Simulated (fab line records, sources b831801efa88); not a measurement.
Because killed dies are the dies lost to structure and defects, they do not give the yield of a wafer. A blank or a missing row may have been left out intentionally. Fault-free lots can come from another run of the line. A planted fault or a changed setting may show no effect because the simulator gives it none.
fab line records + flow sky130 + part 2 of 2: steps 24 to 32 of 32
record:
- lots: 5
- wafers: 15
- last-day: 49
route steps=708 shown POLY_GATE@229 LDD_N@237 LDD_P@255
lots untouched by any fault: they come from a run of this same line in which no faults occurred
start-h: start of the lot's first displayed wafer, in hours after the record's first day + wait-h: hours from the lot's prior step to this one + " the same as in the row above + L1.1+2: several wafers, shown together as one row + - no value, or no start given + * or withheld: withheld + < > ~ a bound
route shown NAME@n: names a module that has steps shown in the file, with the first one's number in the route + usual: mean/standard deviation taken from wafers without a fault + same: alike in all rows + chamber/n: place in a boat + sites: readings site by site + _std_site: the standard deviation of these + _edge_site: inner sites' mean taken away from outer sites' mean + radius-mm: how far each site lies from the wafer's centre + mask NAME#n: copy n + behind: tool/chamber where the wafer was last shaped + hold: the reason the lot was held/the length of the hold in hours/how it ended + device: the n, p or np transistor that did not switch + end of line: tests of these same wafers at the route's end + a step with no rows: only its recipe + killed: count of dies lost to structure and defects at first sort (not the wafer's yield) + map: a wafer's dies, marking killed ones x, the rest . and places with no die _
set.NAME: the setting that was run; set.NAME@STEP: the one run at that earlier step + model.NAME: the simulator's own value behind a step, which no gauge read
lots at some steps of the route; a table a step, a row a wafer
services: a tool's chamber out of use, with start hour (start-h, from the record's first day; less than 0 if before it), hours out, and reason
== steps ==
step: SKY_LDD_N_IMPLANT_15
recipe:
- species: BF2
- energy-kev: 50
- dose-cm2: 5e+12
- tilt-deg: 30
- rotation-deg: 270
usual:
- beam-energy-keV: 49.998/0.019
same:
- implant-ion-amu: 49
| lot.wafer | tool         | chamber | start-h | wait-h | beam-energy-keV |
|-----------|--------------|---------|---------|--------|-----------------|
| L075.1    | implanter-02 | 0       | 408.74  | 0.1    | 50.002          |
| L075.2    | "            | 0       | "       | "      | 49.982          |
| L075.4    | "            | 0       | "       | "      | 49.994          |
| L077.1    | implanter-04 | 0       | 422.97  | 0.1    | 49.980          |
| L077.2    | "            | 0       | "       | "      | 50.014          |
| L077.3    | "            | 0       | "       | "      | 50.006          |
| L080.2    | implanter-01 | 0       | 450.68  | 0.1    | 49.989          |
| L080.4    | "            | 0       | "       | "      | 50.001          |
| L080.6    | "            | 0       | "       | "      | 49.990          |
| L085.3    | implanter-04 | 0       | 503.69  | 0.1    | 50.002          |
| L085.4    | "            | 0       | "       | "      | 49.961          |
| L085.5    | "            | 0       | "       | "      | 49.974          |
| L091.2    | implanter-02 | 0       | 556.69  | 0.1    | 49.983          |
| L091.3    | "            | 0       | "       | "      | 49.995          |
| L091.4    | "            | 0       | "       | "      | 50.026          |
step: SKY_LDD_N_STRIP_16
recipe:
- chemistry: O2/N2
- power-w: 1400
- pressure-mtorr: 1500
- platen-temp-c: withheld
- o2-flow-sccm: 3000
- n2-flow-sccm: 300
- overash-fraction: 0.4822
usual:
- drypump-motor-current-A: 5.7/0.32
- oes-product-au: 0.407/0.005
- strip-time-to-endpoint-s: 4.317/0.013
| lot.wafer | tool            | chamber | start-h | wait-h | drypump-motor-current-A | oes-product-au | rf-hours-counter-h | strip-time-to-endpoint-s |
|-----------|-----------------|---------|---------|--------|-------------------------|----------------|--------------------|--------------------------|
| L075.1    | plasma-asher-04 | 0       | 408.89  | 0.1    | 5.7                     | 0.405          | 72                 | 4.334                    |
| L075.2    | "               | 1       | "       | "      | 6.1                     | 0.411          | 72                 | 4.351                    |
| L075.4    | "               | 0       | "       | "      | 5.7                     | 0.398          | -                  | 4.329                    |
| L077.1    | plasma-asher-04 | 0       | 423.12  | 0.1    | 5.7                     | 0.410          | 73                 | 4.312                    |
| L077.2    | "               | 1       | "       | "      | 6.1                     | 0.404          | 73                 | 4.318                    |
| L077.3    | "               | 1       | "       | "      | 6.1                     | 0.414          | -                  | 4.306                    |
| L080.2    | plasma-asher-02 | 0       | 450.80  | 0.1    | 5.3                     | 0.402          | 2                  | 4.312                    |
| L080.4    | "               | 1       | "       | "      | 5.4                     | 0.407          | -                  | 4.304                    |
| L080.6    | "               | 0       | "       | "      | 5.3                     | 0.409          | -                  | 4.297                    |
| L085.3    | plasma-asher-04 | 1       | 503.82  | 0.1    | 6.1                     | 0.411          | -                  | 4.322                    |
| L085.4    | "               | 0       | "       | "      | 5.7                     | 0.415          | -                  | 4.318                    |
| L085.5    | "               | 0       | "       | "      | 5.7                     | 0.414          | -                  | 4.328                    |
| L091.2    | plasma-asher-04 | 1       | 556.82  | 0.1    | 6.1                     | 0.405          | 88                 | 4.316                    |
| L091.3    | "               | 0       | "       | "      | 5.7                     | 0.409          | -                  | 4.306                    |
| L091.4    | "               | 1       | "       | "      | 6.1                     | 0.402          | -                  | 4.315                    |
step: SKY_LDD_N_TW_MEAS_17
usual:
- LDD_N_TW: 2586/26
| lot.wafer | tool          | chamber | start-h | wait-h | LDD_N_TW |
|-----------|---------------|---------|---------|--------|----------|
| L075.1    | film-metro-01 | -       | 408.99  | 0.1    | 2630     |
| L075.2    | "             | -       | "       | "      | 2624     |
| L075.4    | "             | -       | "       | "      | 2631     |
| L077.1    | film-metro-01 | -       | 423.22  | 0.1    | 2617     |
| L077.2    | "             | -       | "       | "      | 2616     |
| L077.3    | "             | -       | "       | "      | 2613     |
| L080.2    | film-metro-02 | -       | 450.91  | 0.1    | 2575     |
| L080.4    | "             | -       | "       | "      | 2585     |
| L080.6    | "             | -       | "       | "      | 2590     |
| L085.3    | film-metro-02 | -       | 503.91  | 0.1    | 2588     |
| L085.4    | "             | -       | "       | "      | 2581     |
| L085.5    | "             | -       | "       | "      | 2581     |
| L091.2    | film-metro-02 | -       | 556.93  | 0.1    | 2591     |
| L091.3    | "             | -       | "       | "      | 2595     |
| L091.4    | "             | -       | "       | "      | 2580     |
step: SKY_LDD_P_DEHYDRATE_00
recipe:
- temp-c: 200
- time-s: 60
usual:
- exhaust-pa: 45.1/1
| lot.wafer | tool           | chamber | start-h | wait-h | exhaust-pa |
|-----------|----------------|---------|---------|--------|------------|
| L075.1    | litho-track-02 | 0       | 424.03  | 15.0   | 44.0       |
| L075.2    | "              | 0       | "       | "      | 44.6       |
| L075.4    | "              | 0       | "       | "      | 44.5       |
| L077.1    | litho-track-01 | 0       | 437.97  | 14.7   | 45.9       |
| L077.2    | "              | 0       | "       | "      | 45.2       |
| L077.3    | "              | 0       | "       | "      | 44.9       |
| L080.2    | litho-track-04 | 0       | 465.28  | 14.4   | 46.3       |
| L080.4    | "              | 0       | "       | "      | 45.3       |
| L080.6    | "              | 0       | "       | "      | 45.1       |
| L085.3    | litho-track-04 | 0       | 518.95  | 15.0   | 44.6       |
| L085.4    | "              | 0       | "       | "      | 45.2       |
| L085.5    | "              | 0       | "       | "      | 46.0       |
| L091.2    | litho-track-01 | 0       | 570.20  | 13.3   | 45.9       |
| L091.3    | "              | 0       | "       | "      | 46.2       |
| L091.4    | "              | 0       | "       | "      | 46.6       |
step: SKY_LDD_P_HMDS_01
recipe:
- prime-time-s: 60
- prime-temp-c: 120
usual:
- exhaust-pa: 45.2/0.95
same:
- prime-time-s: 60
| lot.wafer | tool           | chamber | start-h | wait-h | exhaust-pa |
|-----------|----------------|---------|---------|--------|------------|
| L075.1    | litho-track-02 | 0       | 424.18  | 0.1    | 45.0       |
| L075.2    | "              | 0       | "       | "      | 45.1       |
| L075.4    | "              | 0       | "       | "      | 45.4       |
| L077.1    | litho-track-01 | 0       | 438.12  | 0.1    | 44.0       |
| L077.2    | "              | 0       | "       | "      | 43.5       |
| L077.3    | "              | 0       | "       | "      | 42.9       |
| L080.2    | litho-track-04 | 0       | 465.43  | 0.1    | 44.7       |
| L080.4    | "              | 0       | "       | "      | 46.3       |
| L080.6    | "              | 0       | "       | "      | 45.1       |
| L085.3    | litho-track-04 | 0       | 519.10  | 0.1    | 44.4       |
| L085.4    | "              | 0       | "       | "      | 45.7       |
| L085.5    | "              | 0       | "       | "      | 45.0       |
| L091.2    | litho-track-01 | 0       | 570.35  | 0.1    | 46.7       |
| L091.3    | "              | 0       | "       | "      | 46.5       |
| L091.4    | "              | 0       | "       | "      | 45.4       |
step: SKY_LDD_P_COAT_02
recipe:
- resist: NOVOLAK
- spin-rpm: 3000
- resist-thk-nm: 1140
usual:
- exhaust-pa: 44.9/0.94
| lot.wafer | tool           | chamber | start-h | wait-h | exhaust-pa |
|-----------|----------------|---------|---------|--------|------------|
| L075.1    | litho-track-02 | 0       | 424.33  | 0.1    | 44.6       |
| L075.2    | "              | 0       | "       | "      | 44.8       |
| L075.4    | "              | 0       | "       | "      | 44.5       |
| L077.1    | litho-track-01 | 0       | 438.27  | 0.1    | 45.1       |
| L077.2    | "              | 0       | "       | "      | 45.7       |
| L077.3    | "              | 0       | "       | "      | 46.2       |
| L080.2    | litho-track-04 | 0       | 465.58  | 0.1    | 44.5       |
| L080.4    | "              | 0       | "       | "      | 44.6       |
| L080.6    | "              | 0       | "       | "      | 45.7       |
| L085.3    | litho-track-04 | 0       | 519.25  | 0.1    | 44.6       |
| L085.4    | "              | 0       | "       | "      | 45.7       |
| L085.5    | "              | 0       | "       | "      | 45.9       |
| L091.2    | litho-track-01 | 0       | 570.50  | 0.1    | 44.1       |
| L091.3    | "              | 0       | "       | "      | 45.5       |
| L091.4    | "              | 0       | "       | "      | 44.1       |
step: SKY_LDD_P_SOFTBAKE_03
recipe:
- temp-c: 90
- time-s: 60
- resist: NOVOLAK
usual:
- exhaust-pa: 44.9/0.96
| lot.wafer | tool           | chamber | start-h | wait-h | exhaust-pa |
|-----------|----------------|---------|---------|--------|------------|
| L075.1    | litho-track-02 | 0       | 424.48  | 0.1    | 44.4       |
| L075.2    | "              | 0       | "       | "      | 46.4       |
| L075.4    | "              | 0       | "       | "      | 45.0       |
| L077.1    | litho-track-01 | 0       | 438.42  | 0.1    | 46.1       |
| L077.2    | "              | 0       | "       | "      | 46.1       |
| L077.3    | "              | 0       | "       | "      | 46.2       |
| L080.2    | litho-track-04 | 0       | 465.73  | 0.1    | 46.7       |
| L080.4    | "              | 0       | "       | "      | 45.3       |
| L080.6    | "              | 0       | "       | "      | 47.0       |
| L085.3    | litho-track-04 | 0       | 519.40  | 0.1    | 45.4       |
| L085.4    | "              | 0       | "       | "      | 44.1       |
| L085.5    | "              | 0       | "       | "      | 43.6       |
| L091.2    | litho-track-01 | 0       | 570.65  | 0.1    | 43.6       |
| L091.3    | "              | 0       | "       | "      | 44.5       |
| L091.4    | "              | 0       | "       | "      | 44.6       |
step: SKY_LDD_P_EXPOSE_04
recipe:
- mask-id: PSDM
- na: 0.6
- source-shape: conventional
- sigma-outer: 0.6
- polarization: unpolarized
- target-cd-nm: 380
- dose-mj: 138
usual:
- stage-vel-mm-s: 500.00/0.21
| lot.wafer | tool             | chamber | start-h | wait-h | mask   | stage-vel-mm-s |
|-----------|------------------|---------|---------|--------|--------|----------------|
| L075.1    | iline-stepper-02 | 0       | -       | -      | PSDM#0 | 499.93         |
| L075.2    | "                | 0       | "       | "      | PSDM#0 | 499.67         |
| L075.4    | "                | 0       | "       | "      | PSDM#0 | 499.51         |
| L077.1    | iline-stepper-02 | 0       | -       | -      | PSDM#0 | 500.45         |
| L077.2    | "                | 0       | "       | "      | PSDM#0 | 500.37         |
| L077.3    | "                | 0       | "       | "      | PSDM#0 | 499.83         |
| L080.2    | iline-stepper-02 | 0       | -       | -      | PSDM#0 | 499.83         |
| L080.4    | "                | 0       | "       | "      | PSDM#0 | 499.87         |
| L080.6    | "                | 0       | "       | "      | PSDM#0 | 499.70         |
| L085.3    | iline-stepper-01 | 0       | -       | -      | PSDM#0 | 499.95         |
| L085.4    | "                | 0       | "       | "      | PSDM#0 | 500.07         |
| L085.5    | "                | 0       | "       | "      | PSDM#0 | 499.95         |
| L091.2    | iline-stepper-02 | 0       | -       | -      | PSDM#0 | 500.00         |
| L091.3    | "                | 0       | "       | "      | PSDM#0 | 500.05         |
| L091.4    | "                | 0       | "       | "      | PSDM#0 | 500.25         |
step: SKY_LDD_P_PEB_05
recipe:
- temp-c: withheld
- time-s: *
- resist: NOVOLAK
usual:
- exhaust-pa: 45.0/0.88
| lot.wafer | tool           | chamber | start-h | wait-h | exhaust-pa |
|-----------|----------------|---------|---------|--------|------------|
| L075.1    | litho-track-01 | 0       | -       | -      | 44.9       |
| L075.2    | "              | 0       | "       | "      | 46.0       |
| L075.4    | "              | 0       | "       | "      | 46.0       |
| L077.1    | litho-track-02 | 0       | -       | -      | 45.4       |
| L077.2    | "              | 0       | "       | "      | 45.9       |
| L077.3    | "              | 0       | "       | "      | 45.2       |
| L080.2    | litho-track-02 | 0       | -       | -      | 43.6       |
| L080.4    | "              | 0       | "       | "      | 43.8       |
| L080.6    | "              | 0       | "       | "      | 43.1       |
| L085.3    | litho-track-02 | 0       | -       | -      | 46.5       |
| L085.4    | "              | 0       | "       | "      | 45.9       |
| L085.5    | "              | 0       | "       | "      | 46.0       |
| L091.2    | litho-track-01 | 0       | -       | -      | 44.8       |
| L091.3    | "              | 0       | "       | "      | 45.7       |
| L091.4    | "              | 0       | "       | "      | 45.6       |
== services ==
| tool             | chamber | start-h | hours | kind   |
|------------------|---------|---------|-------|--------|
| implanter-04     | -       | 387.03  | 3.7   | pm     |
| rie-diel-02      | 1       | 392.43  | 5.8   | repair |
| iline-stepper-01 | -       | 418.94  | 5.7   | repair |
| plasma-asher-02  | -       | 421.25  | 9.0   | pm     |
| iline-stepper-01 | -       | 423.13  | 6.2   | repair |
| rie-diel-03      | 1       | 423.83  | 10.1  | repair |
| implanter-04     | -       | 424.33  | 3.6   | repair |
| implanter-01     | -       | 437.66  | 1.3   | repair |
| iline-stepper-01 | -       | 444.40  | 10.4  | repair |
| implanter-02     | -       | 451.65  | 3.3   | pm     |
| furnace-01       | -       | 453.13  | 3.2   | pm     |
| rie-si-01        | 3       | 455.78  | 1.2   | repair |
| iline-stepper-01 | -       | 466.03  | 4.4   | pm     |
| rie-diel-02      | 2       | 468.21  | 2.8   | repair |
| plasma-asher-02  | -       | 473.37  | 13.3  | repair |
| rie-diel-03      | 3       | 477.82  | 4.5   | repair |
| implanter-01     | -       | 496.88  | 1.6   | repair |
| rie-diel-02      | 2       | 500.73  | 9.1   | repair |
| rie-diel-03      | 1       | 510.63  | 3.9   | repair |
| implanter-04     | -       | 530.05  | 2.7   | repair |
| rie-diel-03      | 0       | 542.57  | 6.9   | repair |
| implanter-01     | -       | 551.96  | 1.8   | repair |
| implanter-02     | -       | 567.75  | 4.8   | repair |
| rie-diel-03      | -       | 580.21  | 2.8   | pm     |
